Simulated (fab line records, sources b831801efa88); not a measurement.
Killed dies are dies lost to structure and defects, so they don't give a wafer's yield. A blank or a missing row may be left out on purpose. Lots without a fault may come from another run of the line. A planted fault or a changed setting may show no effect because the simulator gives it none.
Which tool did it? | flow gf180mcu | 14 lots, 42 wafers sampled, at 3 steps of a route of 602

WHAT THE GAUGES READ, wafer by wafer
GF_M4_OVL_MEAS_15.
lot  | measured     | on         | M4_OVL (nm)
L530 | day 23 20:20 | overlay-02 | 13 0 5
L531 | day 24 02:53 | overlay-02 | -6 -3 -2
L533 | day 25 02:48 | overlay-01 | 16 12 -2
L537 | day 26 16:41 | overlay-01 | 12 -1 12
L538 | day 26 20:37 | overlay-02 | 2 -7 -4
L544 | day 28 16:32 | overlay-02 | 0 -7 -5
L545 | day 28 23:20 | overlay-01 | 12 20 19
L546 | day 29 15:08 | overlay-02 | 1 2 3
L547 | day 29 17:17 | overlay-01 | 0 12 10
L548 | day 29 19:50 | overlay-01 | -3 -7 -12
L549 | day 29 23:45 | overlay-01 | 7 -3 4
L550 | day 30 09:32 | overlay-02 | 4 10 2
L551 | day 30 15:09 | overlay-02 | -4 12 -4
L552 | day 31 07:50 | overlay-01 | 4 15 1

GF_V4_OVL_MEAS_15.
lot  | measured     | on         | V4_OVL (nm)
L530 | day 25 01:58 | overlay-01 | 13 -2 10
L531 | day 25 03:17 | overlay-01 | 0 2 -9
L533 | day 26 02:30 | overlay-01 | 0 1 1
L537 | day 27 14:39 | overlay-01 | - - -
L538 | day 27 18:30 | overlay-01 | - - -
L544 | day 29 13:14 | overlay-02 | -8 2 2
L545 | day 29 20:31 | overlay-01 | -8 -13 -10
L546 | day 30 11:40 | overlay-02 | 2 -2 -5
L547 | day 30 13:21 | overlay-02 | -7 -3 -4
L548 | day 30 16:06 | overlay-02 | -1 2 -2
L549 | day 30 20:28 | overlay-01 | -8 1 -2
L550 | day 31 04:49 | overlay-01 | 8 0 0
L551 | day 31 11:21 | overlay-02 | -3 0 -11
L552 | day 32 02:40 | overlay-02 | 6 5 3

WHICH TOOL RAN EACH LOT (tool, then ch and the chambers of the sampled wafers, then the start)
lot  | GF_V4_DEVELOP_13
L530 | litho_track-03 ch 0, day 25 01:41
L531 | litho_track-01 ch 0, day 25 03:02
L533 | litho_track-02 ch 0, day 26 02:14
L537 | litho_track-02, day 27 14:24
L538 | litho_track-02, day 27 18:14
L544 | litho_track-01 ch 0, day 29 12:59
L545 | litho_track-01 ch 0, day 29 20:15
L546 | litho_track-02 ch 0, day 30 11:26
L547 | litho_track-02 ch 0, day 30 13:06
L548 | litho_track-02 ch 0, day 30 15:51
L549 | litho_track-03 ch 0, day 30 20:11
L550 | litho_track-02 ch 0, day 31 04:35
L551 | litho_track-02 ch 0, day 31 11:06
L552 | litho_track-03 ch 0, day 32 02:23
- GF_V4_DEVELOP_13: develop time 60 s.

WHAT THE TOOLS THEMSELVES READ (means of the sampled wafers that have a number; where no wafer has one, the mark that the record gives instead)
GF_V4_DEVELOP_13.
lot  | tool           | chill_plate_temp_C (C)
L530 | litho_track-03 | 22.99
L531 | litho_track-01 | 23.03
L533 | litho_track-02 | 23.08
L537 | litho_track-02 | -
L538 | litho_track-02 | -
L544 | litho_track-01 | 22.95
L545 | litho_track-01 | 23.18
L546 | litho_track-02 | 23.07
L547 | litho_track-02 | 23.06
L548 | litho_track-02 | 22.95
L549 | litho_track-03 | 22.95
L550 | litho_track-02 | 22.95
L551 | litho_track-02 | 23.00
L552 | litho_track-03 | 23.04

THE ANSWER, worked out from the rows above alone
Rule: what is usual is taken from the lots themselves. Put in order of their means at a reading, lots are off if they are a third of the lots or fewer, leave a main group of 4 or more, and stand apart from it by a gap of 3 or more times the standard deviation of the main group's means; of several such gaps the widest counts. A main group whose means are all the same, to the digits that the tables above print for the reading, isn't used. A lot without any number at a reading at which 4 lots or more have one is off too. The other lots that the step has rows for count as sound. The gauges are gone through in route order, then the tools' own readings, and for those a lot's mean is taken as printed above. The first step at which some lot is off is used, and at that step the reading that is off furthest; a lot without a number counts as furthest.
Off: L537, L538, at GF_V4_OVL_MEAS_15 (V4_OVL). Without a number there: L537, L538. The main group: mean -1 nm, standard deviation 4.4.
A tool fits if, at a process step before that reading, it ran every lot that is off, and no sound lot after the first of them. The gauges at GF_V4_OVL_MEAS_15 aren't tried: what is off there is off at GF_V4_DEVELOP_13 too, on other tools, and a gauge's error can't cause that. None of those tried fits.

WHAT THE SIMULATOR HAD PUT IN
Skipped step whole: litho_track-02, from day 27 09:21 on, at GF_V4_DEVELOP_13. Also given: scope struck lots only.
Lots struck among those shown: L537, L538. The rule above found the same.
